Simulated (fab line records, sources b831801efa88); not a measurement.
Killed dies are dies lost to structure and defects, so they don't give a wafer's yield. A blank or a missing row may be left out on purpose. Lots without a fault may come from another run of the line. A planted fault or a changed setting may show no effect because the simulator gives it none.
Which tool did it? | flow sky130 | 11 lots, 33 wafers sampled, at 5 steps of a route of 708

WHAT THE GAUGES READ, wafer by wafer
The record holds no reading of a measuring or inspecting step that can be judged against a usual standard deviation.

WHICH TOOL RAN EACH LOT (tool, then ch and the chambers of the sampled wafers, then the start)
lot  | SKY_METAL3_ETCH_16                | SKY_VIA3_ETCH_14                   | SKY_METAL4_ETCH_16                | SKY_PASSIVATION_STRIP_12             | SKY_PAD_OPEN_PROBE_99
L440 | rie_metal-01 ch 0,1, day 39 01:22 | rie_diel-02 ch 1,2,3, day 40 03:14 | rie_metal-02 ch 0,1, day 42 05:37 | plasma_asher-04 ch 0,1, day 45 05:50 | -
L441 | rie_metal-03 ch 0,1, day 39 04:53 | rie_diel-01 ch 0,1,2, day 40 07:40 | rie_metal-01 ch 0,1, day 42 09:49 | plasma_asher-04 ch 0,1, day 45 08:38 | -
L442 | rie_metal-03 ch 0,1, day 39 07:09 | rie_diel-01 ch 0,1,2, day 40 09:17 | rie_metal-02 ch 0,1, day 42 10:57 | plasma_asher-02 ch 0,1, day 45 11:11 | -
L443 | rie_metal-03 ch 0,1, day 39 10:00 | rie_diel-02 ch 1,2, day 40 11:43   | rie_metal-04 ch 0,1, day 42 13:40 | plasma_asher-04 ch 0,1, day 45 12:01 | -
L445 | rie_metal-01 ch 0,1, day 40 10:15 | rie_diel-01 ch 0,2,3, day 41 11:46 | rie_metal-01 ch 0,1, day 43 12:53 | plasma_asher-02 ch 0,1, day 46 10:44 | -
L449 | rie_metal-03 ch 0,1, day 41 08:09 | rie_diel-04 ch 0,2,3, day 42 09:35 | rie_metal-01 ch 0,1, day 44 09:35 | plasma_asher-02 ch 0,1, day 47 06:23 | -
L450 | rie_metal-02 ch 0, day 41 17:21   | rie_diel-04 ch 1,2,3, day 42 18:29 | rie_metal-02 ch 0,1, day 44 17:31 | plasma_asher-04 ch 0,1, day 47 12:29 | -
L451 | rie_metal-03 ch 0,1, day 42 05:03 | rie_diel-02 ch 0,2,3, day 43 05:40 | rie_metal-02 ch 0,1, day 45 04:32 | plasma_asher-01 ch 0,1, day 47 21:56 | -
L453 | rie_metal-01 ch 1, day 42 14:41   | rie_diel-02 ch 0,2,3, day 43 15:32 | rie_metal-02 ch 0,1, day 45 14:47 | plasma_asher-01 ch 0,1, day 48 07:37 | -
L455 | rie_metal-01 ch 0,1, day 42 21:02 | rie_diel-01 ch 1,2,3, day 43 21:53 | rie_metal-02 ch 0,1, day 45 19:32 | plasma_asher-04 ch 0,1, day 48 11:01 | prober-01, day 49 07:25
L457 | rie_metal-01 ch 0,1, day 43 11:17 | rie_diel-02 ch 0,2,3, day 44 11:26 | rie_metal-02 ch 0,1, day 46 08:59 | plasma_asher-02 ch 0,1, day 48 22:20 | prober-01, day 49 17:37
- SKY_METAL3_ETCH_16: etches BARC in N2/H2, stops on SiO2, time 88.2 s, target depth 60 nm.
- SKY_VIA3_ETCH_14: etches BARC in N2/H2, stops on SiO2, time 45.9 s, target depth 60 nm.
- SKY_METAL4_ETCH_16: etches BARC in N2/H2, stops on SiO2, time 88.2 s, target depth 60 nm.
- SKY_PASSIVATION_STRIP_12: strips in O2/N2.
- SKY_PAD_OPEN_PROBE_99

WHAT THE TOOLS THEMSELVES READ (means of the sampled wafers that have a number; where no wafer has one, the mark that the record gives instead)
SKY_METAL3_ETCH_16. Usual: drypump_motor_current_A 5.5 A, standard deviation 0.61; he_backside_leak_sccm 3.42 sccm, standard deviation 0.2; oes_product_au 0.625 a.u., standard deviation 0.0047; throttle_valve_pct 13.204 %, standard deviation 0.0091.
lot  | tool         | drypump_motor_current_A (A) | he_backside_leak_sccm (sccm) | oes_product_au (a.u.) | throttle_valve_pct (%) | flag
L440 | rie_metal-01 | 5.4                         | 3.32                         | 0.626                 | 13.203                 |
L441 | rie_metal-03 | 6.1                         | 3.51                         | 0.623                 | 13.209                 |
L442 | rie_metal-03 | 6.1                         | 3.44                         | 0.628                 | 13.209                 |
L443 | rie_metal-03 | 5.6                         | 3.38                         | 0.628                 | 13.219                 |
L445 | rie_metal-01 | 5.3                         | 3.42                         | 0.633                 | 13.202                 |
L449 | rie_metal-03 | 5.6                         | 3.28                         | 0.628                 | 13.206                 |
L450 | rie_metal-02 | 5.1                         | 3.59                         | 0.628                 | 13.198                 |
L451 | rie_metal-03 | 6.1                         | 3.35                         | 0.633                 | 13.202                 |
L453 | rie_metal-01 | 5.1                         | 3.66                         | 0.624                 | 13.204                 |
L455 | rie_metal-01 | 5.3                         | 3.36                         | 0.627                 | 13.200                 |
L457 | rie_metal-01 | 5.3                         | 3.48                         | 0.627                 | 13.204                 |

SKY_VIA3_ETCH_14. Usual: drypump_motor_current_A 5.8 A, standard deviation 0.55; oes_product_au 0.855 a.u., standard deviation 0.0051; throttle_valve_pct 13.224 %, standard deviation 0.0095.
lot  | tool        | drypump_motor_current_A (A) | oes_product_au (a.u.) | throttle_valve_pct (%) | flag
L440 | rie_diel-02 | 6.1                         | 0.857                 | 13.228                 |
L441 | rie_diel-01 | 5.5                         | 0.860                 | 13.214                 |
L442 | rie_diel-01 | 5.5                         | 0.851                 | 13.218                 |
L443 | rie_diel-02 | 6.2                         | 0.854                 | 13.219                 |
L445 | rie_diel-01 | 5.7                         | 0.862                 | 13.214                 |
L449 | rie_diel-04 | 5.9                         | 0.858                 | 13.221                 |
L450 | rie_diel-04 | 6.3                         | 0.855                 | 13.221                 |
L451 | rie_diel-02 | 6.1                         | 0.857                 | 13.225                 |
L453 | rie_diel-02 | 6.1                         | 0.855                 | 13.228                 |
L455 | rie_diel-01 | 5.1                         | 0.848                 | 13.223                 |
L457 | rie_diel-02 | 6.1                         | 0.853                 | 13.219                 |

SKY_METAL4_ETCH_16. Usual: drypump_motor_current_A 5.3 A, standard deviation 0.43; he_backside_leak_sccm 3.47 sccm, standard deviation 0.28; oes_product_au 0.626 a.u., standard deviation 0.0045; throttle_valve_pct 13.205 %, standard deviation 0.0088.
lot  | tool         | drypump_motor_current_A (A) | he_backside_leak_sccm (sccm) | oes_product_au (a.u.) | throttle_valve_pct (%) | flag
L440 | rie_metal-02 | 5.2                         | 3.37                         | 0.625                 | 13.210                 |
L441 | rie_metal-01 | 5.3                         | 3.36                         | 0.624                 | 13.212                 |
L442 | rie_metal-02 | 5.2                         | 3.34                         | 0.622                 | 13.203                 |
L443 | rie_metal-04 | 5.2                         | 3.47                         | 0.624                 | 13.210                 |
L445 | rie_metal-01 | 5.5                         | 3.24                         | 0.626                 | 13.206                 |
L449 | rie_metal-01 | 5.4                         | 3.33                         | 0.626                 | 13.203                 |
L450 | rie_metal-02 | 5.2                         | 3.40                         | 0.620                 | 13.196                 |
L451 | rie_metal-02 | 5.2                         | 3.47                         | 0.626                 | 13.208                 |
L453 | rie_metal-02 | 5.2                         | 3.48                         | 0.627                 | 13.200                 |
L455 | rie_metal-02 | 5.2                         | 3.51                         | 0.625                 | 13.206                 |
L457 | rie_metal-02 | 5.2                         | 3.31                         | 0.625                 | 13.208                 |

SKY_PASSIVATION_STRIP_12. Usual: drypump_motor_current_A 5.4 A, standard deviation 0.53; oes_product_au 0.661 a.u., standard deviation 0.0046; strip_time_to_endpoint_s 31.54 s, standard deviation 0.15.
lot  | tool            | drypump_motor_current_A (A) | oes_product_au (a.u.) | strip_time_to_endpoint_s (s) | flag
L440 | plasma_asher-04 | 5.1                         | 0.660                 | 31.56                        |
L441 | plasma_asher-04 | 5.2                         | 0.661                 | 31.77                        |
L442 | plasma_asher-02 | 4.9                         | 0.655                 | 31.64                        |
L443 | plasma_asher-04 | 5.1                         | 0.662                 | 31.43                        |
L445 | plasma_asher-02 | 4.9                         | 0.658                 | 31.68                        |
L449 | plasma_asher-02 | 4.9                         | 0.662                 | 31.58                        |
L450 | plasma_asher-04 | 5.3                         | 0.668                 | 31.66                        |
L451 | plasma_asher-01 | 6.1                         | 0.661                 | 31.34                        |
L453 | plasma_asher-01 | 6.1                         | 0.662                 | 31.45                        |
L455 | plasma_asher-04 | 5.1                         | 0.659                 | 31.65                        |
L457 | plasma_asher-02 | 4.9                         | 0.658                 | 31.58                        |

SKY_PAD_OPEN_PROBE_99. Usual: defect_limited_yield 82.3 %, standard deviation 2; killed_at_M0_to_M3 43, standard deviation 7.1; killed_at_M4_up 3, standard deviation 1.7; killed_at_contacts 25, standard deviation 5.6; killed_at_front_end 16, standard deviation 4.1; killed_at_other 0.2, standard deviation 0.49; killed_dies 87, standard deviation 9.8; killed_open 47, standard deviation 7.6; killed_short 40, standard deviation 6.1; sort_bin_3_pad_short 0.9 %, standard deviation 0.44; sort_bin_5_function 10.5 %, standard deviation 1.6; sort_bin_6_memory 6.3 %, standard deviation 1; sort_n_pass 405, standard deviation 9.8; sort_yield_pct 82.3 %, standard deviation 2.
lot  | tool      | defect_limited_yield (%) | killed_at_M0_to_M3 | killed_at_M4_up | killed_at_contacts | killed_at_front_end | killed_at_other | killed_dies | killed_open | killed_short | sort_bin_3_pad_short (%) | sort_bin_5_function (%) | sort_bin_6_memory (%) | sort_n_pass | sort_yield_pct (%) | flag
L455 | prober-01 | 75.9                     | 44                 | 34              | 26                 | 14                  | 0.0             | 118         | 40          | 45           | 1.7                      | 15.2                    | 7.0                   | 374         | 75.9               | OFF
L457 | prober-01 | 77.2                     | 48                 | 18              | 27                 | 18                  | 0.0             | 112         | 51          | 45           | 2.0                      | 14.6                    | 6.2                   | 380         | 77.2               | OFF

THE ANSWER, worked out from the rows above alone
Rule: a lot is off if the mean of its wafers that have a number lies more than 3 standard deviations from the usual mean. A lot without any number at a reading at which 4 lots or more have one is off too. The other lots that the step has rows for count as sound. The gauges are gone through in route order, then the tools' own readings, and for those a lot's mean is taken as printed above. The first step at which some lot is off is used, and at that step the reading that is off furthest; a lot without a number counts as furthest.
Off: L455, L457, at SKY_PAD_OPEN_PROBE_99 (killed_at_M4_up). Neither off nor sound, because the step has no rows for them: L440, L441, L442, L443, L445, L449, L450, L451, L453.
A tool fits if, at that step or a process step before it, it ran every lot that is off, and no sound lot after the first of them. Can't be told from this: 3 tools fit, rie_metal-01 at SKY_METAL3_ETCH_16, rie_metal-02 at SKY_METAL4_ETCH_16, prober-01 at SKY_PAD_OPEN_PROBE_99.

WHAT THE SIMULATOR HAD PUT IN
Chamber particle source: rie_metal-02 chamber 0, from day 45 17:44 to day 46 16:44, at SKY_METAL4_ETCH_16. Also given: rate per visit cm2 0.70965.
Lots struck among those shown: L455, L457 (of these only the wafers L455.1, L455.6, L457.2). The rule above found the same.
